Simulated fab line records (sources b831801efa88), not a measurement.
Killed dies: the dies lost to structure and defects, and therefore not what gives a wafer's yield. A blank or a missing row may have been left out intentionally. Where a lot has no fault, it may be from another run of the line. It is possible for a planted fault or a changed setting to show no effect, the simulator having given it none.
Which tool was responsible? -- flow sky130 -- Sampling: 11 lots, 33 wafers, 3 of 708 route steps

== WHAT THE GAUGES READ, wafer by wafer ==
SKY_SD_P_OVL_MEAS_08.
lot,measured,on,SD_P_OVL (nm)
L408,day 29 04:38,overlay-02,-0.9 -1.9 -0.3
L411,day 30 01:01,overlay-01,-1.6 -1.0 -1.4
L413,day 30 02:03,overlay-02,1.4 2.8 2.2
L414,day 30 13:06,overlay-02,-2.1 -0.7 -2.4
L415,day 30 21:11,overlay-02,1.1 1.7 -1.3
L416,day 31 07:37,overlay-01,-0.2 1.1 0.8
L417,day 31 16:35,overlay-02,0.4 1.2 0.6
L418,day 31 18:59,overlay-02,0.9 -0.4 0.8
L419,day 32 01:18,overlay-01,-1.0 -2.3 -1.4
L421,day 32 17:29,overlay-01,-1.0 -1.1 -0.6
L422,day 33 02:11,overlay-01,1.7 2.6 2.7

SKY_LI_CONTACT_OVL_MEAS_13.
lot,measured,on,LI_CONTACT_OVL (nm)
L408,day 32 16:45,overlay-01,-2 -5 -4
L411,day 33 12:16,overlay-01,-3 4 -8
L413,day 33 13:46,overlay-01,-7 2 -2
L414,day 33 23:21,overlay-01,-3 -4 1
L415,day 34 08:51,overlay-02,1 -1 -4
L416,day 34 19:33,overlay-01,-3 -2 9
L417,day 35 04:12,overlay-01,-6 -2 -9
L418,day 35 06:30,overlay-02,-8 -11 1
L419,day 35 12:33,overlay-01,3 2 4
L421,day 36 05:22,overlay-02,1 -1 -2
L422,day 36 14:19,overlay-02,-16 -6 2

== TOOL THAT RAN EACH LOT (tool first, then ch and the chambers of the sampled wafers, then the start) ==
lot,SKY_SD_N_STRIP_11
L408,"plasma asher-04 ch 0,1, day 31 11:35"
L411,"plasma asher-04 ch 0,1, day 32 07:38"
L413,"plasma asher-02 ch 0,1, day 32 09:53"
L414,"plasma asher-01 ch 0,1, day 32 19:11"
L415,"plasma asher-01 ch 0,1, day 33 04:05"
L416,"plasma asher-04 ch 0,1, day 33 15:04"
L417,"plasma asher-02 ch 1, day 33 22:53"
L418,"plasma asher-02 ch 0, day 34 01:53"
L419,"plasma asher-04 ch 0,1, day 34 07:53"
L421,"plasma asher-02 ch 0,1, day 35 00:17"
L422,"plasma asher-01 ch 0,1, day 35 08:56"
- SKY_SD_N_STRIP_11: strips in O2/N2.

== WHAT THE TOOLS THEMSELVES READ (means of the sampled wafers that have a number; where no wafer has one, the mark that the record gives instead) ==
SKY_SD_N_STRIP_11.
lot,tool,drypump motor current A (A),oes product au (a.u.),strip time to endpoint s (s)
L408,plasma asher-04,6.3,0.527,22.54
L411,plasma asher-04,5.8,0.531,22.55
L413,plasma asher-02,6.0,0.527,22.52
L414,plasma asher-01,5.3,0.528,22.49
L415,plasma asher-01,5.4,0.528,22.54
L416,plasma asher-04,6.3,0.526,22.49
L417,plasma asher-02,5.9,0.527,22.55
L418,plasma asher-02,6.3,0.527,22.52
L419,plasma asher-04,5.8,0.530,22.49
L421,plasma asher-02,6.0,0.533,22.47
L422,plasma asher-01,5.3,0.530,22.52

== THE ANSWER, worked out from the rows above alone ==
Rule: what is usual is taken from the lots themselves. Put in order of their means at a reading, lots are off if they are a third of the lots or fewer, leave a main group of 4 or more, and stand apart from it by a gap of 3 or more times the standard deviation of the main group's means; of several such gaps the widest counts. If all means in a main group match to the digits the tables above print for the reading, that group is not used. A lot without any number at a reading at which 4 lots or more have one is off too. The other lots that the step has rows for count as sound. First the gauges in route order, then the tools' own readings, where a lot's mean is used as printed above. The first step at which some lot is off is used, and at that step the reading that is off furthest; a lot without a number counts as furthest.
No lot is off on any of the readings shown, so nothing can be concluded from this.

== WHAT THE SIMULATOR HAD INSERTED ==
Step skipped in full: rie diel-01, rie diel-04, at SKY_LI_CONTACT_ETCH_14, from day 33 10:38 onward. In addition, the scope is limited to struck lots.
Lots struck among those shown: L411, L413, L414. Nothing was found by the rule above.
